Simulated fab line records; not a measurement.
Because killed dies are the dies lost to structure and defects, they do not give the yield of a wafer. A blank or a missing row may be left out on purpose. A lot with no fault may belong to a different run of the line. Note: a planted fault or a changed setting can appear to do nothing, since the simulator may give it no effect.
A lot that was struck, set against a sound lot -- flow sky130 -- 15 out of 708 route steps
Sound: the wafers L322.2, L322.5, L322.6. Wafers L327.2, L327.5, L327.6 were the ones struck. At the end, the cause is stated.
Per side, at each step with rows, come the tool, then ch with its chambers, and then its first start. Under that, the readings that differ: sound wafers -- struck wafers -- difference of the means -- sigmas: that difference in standard deviations of wafers without a fault.
alike: same words and numbers on both sides, and readings whose means sit less than 2 such deviations apart. not compared: any withheld reading, any reading some wafer has no value for, any bound like >300 that may hide the same value, and any number with overlapping values for which the record gives no deviation.
Wherever a step has rows on one side only, a row that says differs or no value, or a row with sigmas, the two part there. Numbers that don't overlap but have no deviation are shown without sigmas and don't part them. A reading missing from all wafers of one side parts the sides only when that side holds two or more wafers.

first, 5 steps without rows for these wafers: SKY_SONOS_TUNNEL_COAT_02 (resist thk 1140 nm); SKY_SONOS_TUNNEL_SOFTBAKE_03 (time 60 s); SKY_SONOS_TUNNEL_EXPOSE_04 (exposes mask TUNM, target cd 410 nm); SKY_SONOS_TUNNEL_PEB_05; SKY_SONOS_TUNNEL_DEVELOP_06 (develop time 60 s).
SKY_SONOS_TUNNEL_CD_MEAS_07 targets a cd of 410 nm.
  struck on cd-sem-01, day 15 15:15; sound on cd-sem-02, day 13 18:12
reading,sound,struck,difference,sigmas
cd-nm (nm),409.6 411.4 413.4,407.6 406.1 405.6,-5.0,-2
SKY_SONOS_TUNNEL_OVL_MEAS_08:
  struck on overlay-01, day 15 15:22; sound on overlay-02, day 13 18:19
  alike: SONOS_TUNNEL_OVL
then, 3 steps without rows for these wafers: SKY_SONOS_TUNNEL_IMPLANT_09; SKY_SONOS_TUNNEL_WET_ETCH_10 (etches SiO2 in dHF, target depth 14 nm, time 280 s); SKY_SONOS_TUNNEL_STRIP_11 (strips in SPM, time 600 s).
SKY_SONOS_TUNNEL_TW_MEAS_12:
  struck on film-metro-04, day 15 15:49; sound on film-metro-04, day 13 18:51
  alike: SONOS_TUNNEL_TW
then, 1 step without rows for these wafers: SKY_SONOS_TUNNEL_CLEAN_13 (cleans in dHF, time 20 s).
SKY_SONOS_ONO_OXIDATION_00: stabilise 600 s, purge 300 s, target thk 2.6 nm.
  sound on furnace-02 ch 0, day 13 20:05; struck on furnace-02 ch 0, day 15 15:52
reading,sound,struck,difference,sigmas
ox-time-s (s),1249 1249 1249,1811.1 1811.1 1811.1,+562.1,
model.SiO2_of_SONOS_ONO_OXIDATION_00.thk-nm (nm),2.582 2.616 2.572,3.325 3.344 3.333,+0.744,
  alike: spike-tc-upper-C, zone-power-bottom-pct, zone-power-lower-pct
SKY_SONOS_ONO_THK_MEAS_01:
  struck on film-metro-03, day 15 17:28; sound on film-metro-04, day 13 21:26
reading,sound,struck,difference,sigmas
SONOS_ONO_OXIDATION_THK (nm),2.61 2.58 2.64,3.31 3.35 3.34,+0.72,+13
  not compared: hold
-- record jumps: 33 days separate the struck wafers' starts on either side; left off in module SONOS_ONO, taken up again in module PAD_OPEN, whose first shown step is the route's number 708 --
SKY_PAD_OPEN_PROBE_99:
  struck on prober-02, day 49 00:52; sound on prober-01, day 47 18:41
reading,sound,struck,difference,sigmas
model.etest.sonos-erased.drive-ua-um,225.8 186.6 177.2,19.29 18 20.42,-177.30,
model.etest.sonos-uncharged.r-on-ohm-um,804.1 797.9 824,845.7 868 842.8,+43.5,
model.etest.sonos-erased.vt-v (V),-2.33 -2.324 -2.284,-0.371 -0.35 -0.3754,+1.947,
model.etest.cap-ono.gate-log10-a-cm2,-7.946 -7.784 -7.942,-8.891 -8.91 -8.902,-1.010,
model.etest.cap-ono.tox-acc-nm (nm),12.84 12.71 12.84,13.62 13.63 13.58,+0.81,
model.etest.sonos-programmed.vt-v (V),1.399 1.52 1.441,1.152 1.164 1.151,-0.298,
model.etest.sonos-baked.vt-less-v (V),-0.4764 -0.5069 -0.4886,-0.2654 -0.2662 -0.2718,+0.2228,
  alike: killed_at_M0_to_M3, killed_at_M4_up, killed-at-contacts, killed-at-front-end, killed-at-other, killed-dies, killed-open, killed-short
  not compared: model.etest.cap-ono.gate-bv-v

WHERE THEY PART
At SKY_SONOS_TUNNEL_CD_MEAS_07 first; at SKY_SONOS_ONO_THK_MEAS_01 last (within this record only). Later steps at which nothing parts them and some readings are alike: SKY_PAD_OPEN_PROBE_99.

WHY: what had been put in by the simulator
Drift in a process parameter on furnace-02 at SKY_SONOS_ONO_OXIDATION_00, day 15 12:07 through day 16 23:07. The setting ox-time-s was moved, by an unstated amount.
